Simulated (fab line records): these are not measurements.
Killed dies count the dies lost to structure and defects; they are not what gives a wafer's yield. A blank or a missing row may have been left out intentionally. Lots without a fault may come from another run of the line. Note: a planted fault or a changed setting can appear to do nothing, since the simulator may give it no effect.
fab line records	flow sky130
[record] lots = 7	wafers = 19	last_day = 50
route steps=708 shown RES_XHIGH@334 SD_N@342 PAD_OPEN@708
lots untouched by any fault: they come from a run of this same line in which no faults occurred
start_h: the number of hours between the record's first day and the start of the first shown wafer of the lot	wait_h: time in hours since the lot's previous step	" identical to the entry in the row above	L1.1+2: one row covering several wafers at once	- either no value or no given start	* or withheld: withheld	< > ~ a bound
route shown NAME@n: names a module that has steps shown in the file, with the first one's number in the route	usual: the fault-free wafers' mean and standard deviation	same: alike in all rows	chamber/n: place in a boat	sites: the reading at each site	_std_site: the values' standard deviation	_edge_site: inner sites' mean taken away from outer sites' mean	radius_mm: how far each site lies from the wafer's centre	mask NAME#n: copy n	behind: the most recent tool/chamber to have shaped the wafer	hold: reason for holding the lot/hours on hold/outcome of the hold	device: transistor that didn't switch, given as n, p or np	end of line: tests run on the same wafers once the route is complete	for a step that has no rows: nothing shown but its recipe	killed: count of dies lost to structure and defects at first sort (not the wafer's yield)	map: shows each die of a wafer: x if killed, . if not, _ if none is there
set.NAME: the setting the step ran with; set.NAME@STEP: the setting that earlier step ran with	model.NAME: the simulator's own value behind a step, which no gauge read
lots at selected steps of the route; one table per step, one row per wafer
services: when a tool's chamber went out of use (start_h, in hours from the record's first day, below 0 if earlier), for how many hours, and the reason
[[steps]]
[step SKY_RES_XHIGH_COAT_02]
[recipe] resist = NOVOLAK	spin_rpm = 3000	resist_thk_nm = 1140
[step SKY_RES_XHIGH_SOFTBAKE_03]
[recipe] temp_c = 90	time_s = 60	resist = NOVOLAK
[step SKY_RES_XHIGH_EXPOSE_04]
[recipe] mask_id = URPM	na = 0.6	source_shape = conventional	sigma_outer = 0.6	polarization = unpolarized	target_cd_nm = 1270	dose_mj = 140
[step SKY_RES_XHIGH_PEB_05]
[recipe] temp_c = withheld	time_s = *	resist = NOVOLAK
[step SKY_RES_XHIGH_DEVELOP_06]
[recipe] resist = NOVOLAK	developer = TMAH	develop_time_s = 60	dev_temp_c = 23
[step SKY_RES_XHIGH_IMPLANT_07]
[recipe] species = BF2	energy_kev = 20	dose_cm2 = 3.6e+14	tilt_deg = 0
[step SKY_RES_XHIGH_STRIP_08]
[recipe] chemistry = O2/N2	power_w = 1400	pressure_mtorr = 1500	platen_temp_c = withheld	o2_flow_sccm = 3000	n2_flow_sccm = 300	overash_fraction = 0.5
[usual] drypump_motor_current_A = 5.4/0.51	oes_product_au = 0.711/0.0049	strip_time_to_endpoint_s = 14.27/0.044
lot.wafer	tool	chamber	start_h	wait_h	drypump_motor_current_A	oes_product_au	rf_hours_counter_h	strip_time_to_endpoint_s
L525.4	plasma_asher-04	1	686.39	0.1	5.0	0.710	-	14.24
L525.5	"	1	"	"	5.0	0.713	-	14.24
L526.4	plasma_asher-02	1	692.50	0.1	4.8	0.706	-	14.29
L526.6	"	1	"	"	4.7	0.713	-	14.31
L528.1	plasma_asher-02	1	713.79	0.1	4.8	0.711	91	14.27
L528.3	"	1	"	"	4.8	0.715	-	14.31
L528.6	"	1	"	"	4.8	0.714	-	14.34
L534.2	plasma_asher-04	0	757.41	0.1	5.6	0.715	1	14.32
L534.3	"	1	"	"	5.0	0.712	-	14.35
L534.4	"	0	"	"	5.6	0.713	-	14.35
L537.2	plasma_asher-03	0	777.36	0.1	6.1	0.714	64	14.38
L537.4	"	1	"	"	5.4	0.707	-	14.35
L537.5	"	0	"	"	6.1	0.711	-	14.32
L538.2	plasma_asher-04	0	794.96	0.1	5.6	0.708	5	14.29
L538.3	"	1	"	"	5.0	0.710	-	14.34
L538.6	"	1	"	"	5.0	0.711	-	14.30
L540.2	plasma_asher-03	0	802.61	0.1	6.1	0.707	66	14.23
L540.4	"	1	"	"	5.4	0.709	-	14.27
L540.6	"	0	"	"	6.1	0.709	-	14.22
[step SKY_RES_XHIGH_TW_MEAS_09]
[usual] RES_XHIGH_TW = 1634/16
lot.wafer	tool	chamber	start_h	wait_h	RES_XHIGH_TW
L525.4	film_metro-04	-	686.49	0.1	1612
L525.5	"	-	"	"	1615
L526.4	film_metro-03	-	692.59	0.1	1644
L526.6	"	-	"	"	1634
L528.1	film_metro-03	-	713.89	0.1	1638
L528.3	"	-	"	"	1647
L528.6	"	-	"	"	1634
L534.2	film_metro-04	-	757.52	0.1	1624
L534.3	"	-	"	"	1620
L534.4	"	-	"	"	1623
L537.2	film_metro-03	-	777.47	0.1	1648
L537.4	"	-	"	"	1637
L537.5	"	-	"	"	1647
L538.2	film_metro-02	-	795.07	0.1	1649
L538.3	"	-	"	"	1643
L538.6	"	-	"	"	1638
L540.2	film_metro-03	-	802.72	0.1	1642
L540.4	"	-	"	"	1629
L540.6	"	-	"	"	1634
[step SKY_SD_N_DEHYDRATE_00]
[recipe] temp_c = 200	time_s = 60
[step SKY_SD_N_HMDS_01]
[recipe] prime_time_s = 60	prime_temp_c = 120
[step SKY_SD_N_COAT_02]
[recipe] resist = NOVOLAK	spin_rpm = 3000	resist_thk_nm = 1140
[step SKY_SD_N_SOFTBAKE_03]
[recipe] temp_c = 90	time_s = 60	resist = NOVOLAK
[step SKY_SD_N_EXPOSE_04]
[recipe] mask_id = NSDM	na = 0.6	source_shape = conventional	sigma_outer = 0.6	polarization = unpolarized	target_cd_nm = 380	dose_mj = 141
[usual] stage_vel_mm_s = 500.00/0.24
lot.wafer	tool	chamber	start_h	wait_h	mask	stage_vel_mm_s
L525.4	iline_stepper-01	0	701.22	-	NSDM#0	500.61
L525.5	"	0	"	"	NSDM#0	500.19
L526.4	iline_stepper-01	0	706.79	-	NSDM#0	499.81
L526.6	"	0	"	"	NSDM#0	500.15
L528.1	iline_stepper-01	0	727.95	-	NSDM#0	500.08
L528.3	"	0	"	"	NSDM#0	500.09
L528.6	"	0	"	"	NSDM#0	500.15
L534.2	iline_stepper-02	0	770.57	-	NSDM#0	499.83
L534.3	"	0	"	"	NSDM#0	499.81
L534.4	"	0	"	"	NSDM#0	499.90
L537.2	iline_stepper-02	0	790.63	-	NSDM#0	499.71
L537.4	"	0	"	"	NSDM#0	500.09
L537.5	"	0	"	"	NSDM#0	499.84
L538.2	iline_stepper-02	0	808.27	-	NSDM#0	500.21
L538.3	"	0	"	"	NSDM#0	500.13
L538.6	"	0	"	"	NSDM#0	500.51
L540.2	iline_stepper-01	0	816.03	-	NSDM#0	500.34
L540.4	"	0	"	"	NSDM#0	500.58
L540.6	"	0	"	"	NSDM#0	500.13
[step SKY_SD_N_PEB_05]
[recipe] temp_c = withheld	time_s = *	resist = NOVOLAK
[step SKY_SD_N_DEVELOP_06]
[recipe] resist = NOVOLAK	developer = TMAH	develop_time_s = 60	dev_temp_c = 23
[step SKY_SD_N_CD_MEAS_07]
[recipe] target_cd_nm = 380
[usual] cd_nm = 379.8/2.8
lot.wafer	tool	chamber	start_h	wait_h	cd_nm
L525.4	cd_sem-01	-	714.35	0.1	348.9
L525.5	"	-	"	"	379.9
L526.4	cd_sem-01	-	720.16	0.1	344.8
L526.6	"	-	"	"	347.0
L528.1	cd_sem-02	-	740.75	0.1	377.5
L528.3	"	-	"	"	380.9
L528.6	"	-	"	"	349.0
L534.2	cd_sem-01	-	783.71	0.1	380.5
L534.3	"	-	"	"	382.1
L534.4	"	-	"	"	380.0
L537.2	cd_sem-02	-	802.76	0.1	378.2
L537.4	"	-	"	"	378.4
L537.5	"	-	"	"	374.7
L538.2	cd_sem-02	-	821.43	0.1	384.8
L538.3	"	-	"	"	381.4
L538.6	"	-	"	"	380.9
L540.2	cd_sem-02	-	829.12	0.1	378.9
L540.4	"	-	"	"	381.8
L540.6	"	-	"	"	382.9
[step SKY_SD_N_OVL_MEAS_08]
[usual] SD_N_OVL = 0.0/1.3
lot.wafer	tool	chamber	start_h	wait_h	SD_N_OVL[nm]
L525.4	overlay-02	-	714.42	0.1	-2.8
L525.5	"	-	"	"	-2.0
L526.4	overlay-02	-	720.24	0.1	1.3
L526.6	"	-	"	"	-0.3
L528.1	overlay-02	-	740.87	0.1	-0.6
L528.3	"	-	"	"	-0.2
L528.6	"	-	"	"	-2.6
L534.2	overlay-01	-	783.81	0.1	0.9
L534.3	"	-	"	"	2.6
L534.4	"	-	"	"	1.5
L537.2	overlay-01	-	802.86	0.1	-1.1
L537.4	"	-	"	"	0.9
L537.5	"	-	"	"	0.9
L538.2	overlay-02	-	821.54	0.1	0.6
L538.3	"	-	"	"	-0.9
L538.6	"	-	"	"	-0.4
L540.2	overlay-01	-	829.23	0.1	-0.9
L540.4	"	-	"	"	-1.2
L540.6	"	-	"	"	-0.9
[step SKY_PAD_OPEN_PROBE_99]
[usual] killed_at_M0_to_M3 = 42/7.7	killed_at_M4_up = 3.1/1.9	killed_at_contacts = 24/4.9	killed_at_front_end = 15/4.6	killed_at_other = 0.3/0.51	killed_dies = 85/9.9	killed_open = 47/7.1	killed_short = 38/6.7
[same] gross_dies = 492	killed_at_back_side = 0
lot.wafer	tool	chamber	start_h	wait_h	killed_at_M0_to_M3	killed_at_M4_up	killed_at_contacts	killed_at_front_end	killed_at_other	killed_dies	killed_open	killed_short
L525.4	prober-01	-	1126.53	0.2	44	2	16	17	1	80	40	40
L525.5	prober-01	-	1126.58	0.2	42	2	27	8	1	80	45	35
L526.4	prober-02	-	1130.30	0.2	51	4	26	27	0	108	58	50
L526.6	prober-02	-	1130.40	0.2	41	3	26	19	1	90	48	42
L528.1	prober-02	-	1142.11	0.1	42	3	15	17	0	77	47	30
L528.3	prober-02	-	1142.21	0.2	44	3	29	19	1	96	48	47
L528.6	prober-02	-	1142.36	0.2	35	6	27	8	0	76	33	43
L534.2	prober-02	-	1173.58	0.1	49	4	30	21	0	104	69	34
L534.3	prober-02	-	1173.63	0.2	31	2	29	16	1	79	49	28
L534.4	prober-02	-	1173.68	0.2	49	5	29	21	0	104	51	53
L537.2	prober-01	-	1185.86	0.1	29	5	23	9	1	67	40	27
L537.4	prober-01	-	1185.96	0.2	30	2	25	14	0	71	32	39
L537.5	prober-01	-	1186.01	0.2	37	3	22	21	0	83	42	38
L540.2	prober-02	-	1199.20	0.1	56	1	26	15	0	98	51	47
L540.4	prober-02	-	1199.30	0.2	42	2	29	20	1	94	52	42
L540.6	prober-02	-	1199.40	0.2	42	3	25	9	0	79	31	48
// killed by level:class
L525.4 LI_CONTACT:geometric_particle:open=8 VIA1:geometric_particle:open=7 METAL2:geometric_particle:short=7 VIA2:geometric_particle:open=6 VIA3:geometric_particle:open=6 FIELD_ISO:geometric_particle:short=4 VIA1:geometric_particle:short=4 METAL1:geometric_particle:short=4
L525.5 VIA1:geometric_particle:open=13 LI_CONTACT:geometric_particle:open=10 CONTACT:geometric_particle:open=7 VIA3:geometric_particle:open=7 LI_CONTACT:geometric_particle:short=6 METAL1:geometric_particle:short=5 VIA2:geometric_particle:open=4 FIELD_ISO:geometric_particle:short=3
L526.4 VIA1:geometric_particle:open=11 VIA1:geometric_particle:short=10 LI_CONTACT:geometric_particle:open=9 CONTACT:geometric_particle:open=8 CONTACT:geometric_particle:short=8 METAL2:geometric_particle:short=8 FIELD_ISO:geometric_particle:open=7 FIELD_ISO:geometric_particle:short=7
L526.6 LI_CONTACT:geometric_particle:open=10 VIA2:geometric_particle:open=10 VIA1:geometric_particle:open=6 CONTACT:geometric_particle:short=6 VIA1:geometric_particle:short=6 POLY_GATE:geometric_particle:short=5 CONTACT:geometric_particle:open=5 VIA3:geometric_particle:open=4
L528.1 VIA3:geometric_particle:open=11 VIA1:geometric_particle:open=8 VIA2:geometric_particle:open=6 FIELD_ISO:geometric_particle:open=4 FIELD_ISO:geometric_particle:short=4 CONTACT:geometric_particle:short=4 METAL2:geometric_particle:short=4 POLY_GATE:geometric_particle:short=3
L528.3 VIA1:geometric_particle:open=10 VIA3:geometric_particle:open=8 CONTACT:geometric_particle:open=7 LI_CONTACT:geometric_particle:short=6 LI_CONTACT:geometric_particle:open=6 CONTACT:geometric_particle:short=6 VIA2:geometric_particle:open=6 FIELD_ISO:geometric_particle:short=5
L528.6 CONTACT:geometric_particle:open=10 VIA1:geometric_particle:short=6 LI_CONTACT:geometric_particle:open=5 CONTACT:geometric_particle:short=5 VIA3:geometric_particle:open=5 METAL2:geometric_particle:short=4 VIA2:geometric_particle:short=4 METAL4:geometric_particle:short=4
L534.2 VIA1:geometric_particle:open=15 CONTACT:geometric_particle:open=15 VIA3:geometric_particle:open=8 LI_CONTACT:geometric_particle:open=7 FIELD_ISO:geometric_particle:open=6 VIA1:geometric_particle:short=6 VIA2:geometric_particle:open=6 POLY_GATE:geometric_particle:short=5
L534.3 CONTACT:geometric_particle:open=10 VIA3:geometric_particle:open=9 VIA1:geometric_particle:open=8 VIA2:geometric_particle:open=6 LOCAL_INTERCONNECT:geometric_particle:short=5 CONTACT:geometric_particle:short=5 FIELD_ISO:geometric_particle:short=4 LI_CONTACT:geometric_particle:open=4
L534.4 CONTACT:geometric_particle:open=10 LI_CONTACT:geometric_particle:open=9 VIA1:geometric_particle:open=9 VIA3:geometric_particle:open=7 VIA3:geometric_particle:short=7 VIA1:geometric_particle:short=6 METAL2:geometric_particle:short=6 METAL4:geometric_particle:short=5
L537.2 CONTACT:geometric_particle:open=11 VIA2:geometric_particle:open=6 VIA3:geometric_particle:open=6 LI_CONTACT:geometric_particle:open=5 VIA1:geometric_particle:open=5 POLY_GATE:geometric_particle:open=4 LOCAL_INTERCONNECT:geometric_particle:short=3 METAL1:geometric_particle:short=3
L537.4 CONTACT:geometric_particle:short=10 VIA1:geometric_particle:open=8 CONTACT:geometric_particle:open=6 VIA1:geometric_particle:short=5 LI_CONTACT:geometric_particle:short=4 METAL2:geometric_particle:short=4 VIA2:geometric_particle:open=4 POLY_GATE:geometric_particle:short=3
L537.5 CONTACT:geometric_particle:open=8 METAL2:geometric_particle:short=7 LI_CONTACT:geometric_particle:open=6 VIA1:geometric_particle:open=6 METAL1:geometric_particle:short=5 FIELD_ISO:geometric_particle:open=4 VIA2:geometric_particle:open=4 LOCAL_INTERCONNECT:geometric_particle:short=4
L540.2 VIA1:geometric_particle:open=13 VIA3:geometric_particle:open=9 LOCAL_INTERCONNECT:geometric_particle:short=8 VIA2:geometric_particle:open=7 LI_CONTACT:geometric_particle:open=7 METAL3:geometric_particle:short=6 METAL2:geometric_particle:short=6 FIELD_ISO:geometric_particle:short=5
L540.4 VIA1:geometric_particle:open=13 CONTACT:geometric_particle:open=10 LI_CONTACT:geometric_particle:open=8 FIELD_ISO:geometric_particle:short=7 VIA1:geometric_particle:short=6 FIELD_ISO:geometric_particle:open=4 POLY_GATE:geometric_particle:open=4 METAL1:geometric_particle:short=4
L540.6 CONTACT:geometric_particle:open=10 VIA3:geometric_particle:open=8 METAL1:geometric_particle:short=7 VIA1:geometric_particle:open=7 VIA1:geometric_particle:short=6 VIA2:geometric_particle:short=5 LI_CONTACT:geometric_particle:short=5 LOCAL_INTERCONNECT:geometric_particle:short=5
[[services]]
tool	chamber	start_h	hours	kind
iline_stepper-01	-	675.77	1.7	pm
iline_stepper-02	-	684.03	1.7	pm
plasma_asher-04	-	733.75	9.0	pm
plasma_asher-04	0	733.75	9.0	vent_cycle
plasma_asher-04	1	733.75	9.0	vent_cycle
plasma_asher-04	0	742.75	-	clean
plasma_asher-04	1	742.75	-	clean
iline_stepper-02	0	766.13	-	calibration
iline_stepper-01	0	792.79	-	calibration
[[key]]
[first_sign] step = SKY_SD_N_CD_MEAS_07	reading = cd_nm	direction = down	sigmas = 12	usual = 379.8	struck = 347.4
effect none on later readings
met_at SKY_SD_N_EXPOSE_04
struck_wafers L525.4,L526.4,L526.6,L528.6
tester_left_out L525,L526,L528
[fault] kind = process_parameter_drift	tool = iline_stepper-01	chamber = -	onset_h = 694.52	steps = SKY_SD_N_EXPOSE_04	channel = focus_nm	offset = 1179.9	shape = step	end_h = 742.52	scope = struck_wafers_only
// tester_left_out: of these lots the tester's yield and bins aren't shown, on N5 and GAA mostly nor the transistor test; their killed dies are dies lost to structure and defects alone, not to doping, threshold or leakage, so they don't give the yield
